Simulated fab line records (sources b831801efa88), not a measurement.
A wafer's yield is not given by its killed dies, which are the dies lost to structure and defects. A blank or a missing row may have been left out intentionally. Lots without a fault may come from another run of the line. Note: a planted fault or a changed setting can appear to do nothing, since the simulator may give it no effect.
2 desks looking at one fault :: flow sky130 :: numbers are kept per desk, each desk with only its own; the story behind them comes last

== FOR THE TOOL OWNER'S DESK: rie-metal-03 ==
The tool's own readings at SKY_METAL1_METAL_ETCH_19 (etches the open film in Cl2/BCl3, stops on SiO2, target depth 360 nm, time 78 s): means of the sampled wafers that have a number, for each lot that ran on this tool. Marked OUT: a lot whose mean sits more than 4 standard deviations from the usual mean, which makes it out of limits; the brackets give that distance.
Columns: A = drypump-motor-current-A at SKY_METAL1_METAL_ETCH_19, usual 5.7 A; B = oes-product-au at SKY_METAL1_METAL_ETCH_19, usual 0.854 a.u.; C = throttle-valve-pct at SKY_METAL1_METAL_ETCH_19, usual 22.265 %
lot: L662
first seen here: day 35 12:21
A: 5.9
B: 0.854
C: 22.269

lot: L663
first seen here: day 36 00:45
A: 6.0
B: 0.855
C: 22.254

lot: L670
first seen here: day 37 10:10
A: 5.9
B: 0.857
C: 22.259

lot: L671
first seen here: day 38 02:15
A: 6.0
B: 0.855
C: 22.272
This desk found nothing out of limits on any of the 4 lots.

== AT THE METROLOGY DESK ==
What the gauges read, lot by lot, whatever tool the lot ran on: means of the sampled wafers that have a number. Marked OUT: a lot whose mean sits more than 4 standard deviations from the usual mean, which makes it out of limits; the brackets give that distance.
Columns: A = CONTACT_OVL at SKY_CONTACT_OVL_MEAS_15, usual -4 nm; B = cd-nm at SKY_METAL1_CD_MEAS_15, usual 139.6 nm
lot: L656
first seen here: day 32 07:08
A: -8
B: 139.3

lot: L660
first seen here: day 33 04:44
A: -11
B: 138.3

lot: L662
first seen here: day 34 11:11
A: -4
B: 138.5

lot: L663
first seen here: day 34 21:11
A: -4
B: 140.1

lot: L670
first seen here: day 36 06:09
A: -13
B: 139.0

lot: L671
first seen here: day 36 22:20
A: 1
B: 138.4

lot: L672
first seen here: day 37 03:37
A: 3
B: 137.9

lot: L673
first seen here: day 37 09:08
A: -3
B: 137.3

lot: L674
first seen here: day 37 13:20
A: -9
B: 139.0

lot: L676
first seen here: day 37 23:59
A: 3
B: 140.9

lot: L677
first seen here: day 38 08:34
A: 1
B: 139.8
This desk found nothing out of limits on any of the 11 lots.

== BROUGHT TOGETHER ==
The desk of the tool owner found nothing out of limits.
The metrology desk saw nothing out of limits.

== WHAT THE SIMULATOR PUT IN ==
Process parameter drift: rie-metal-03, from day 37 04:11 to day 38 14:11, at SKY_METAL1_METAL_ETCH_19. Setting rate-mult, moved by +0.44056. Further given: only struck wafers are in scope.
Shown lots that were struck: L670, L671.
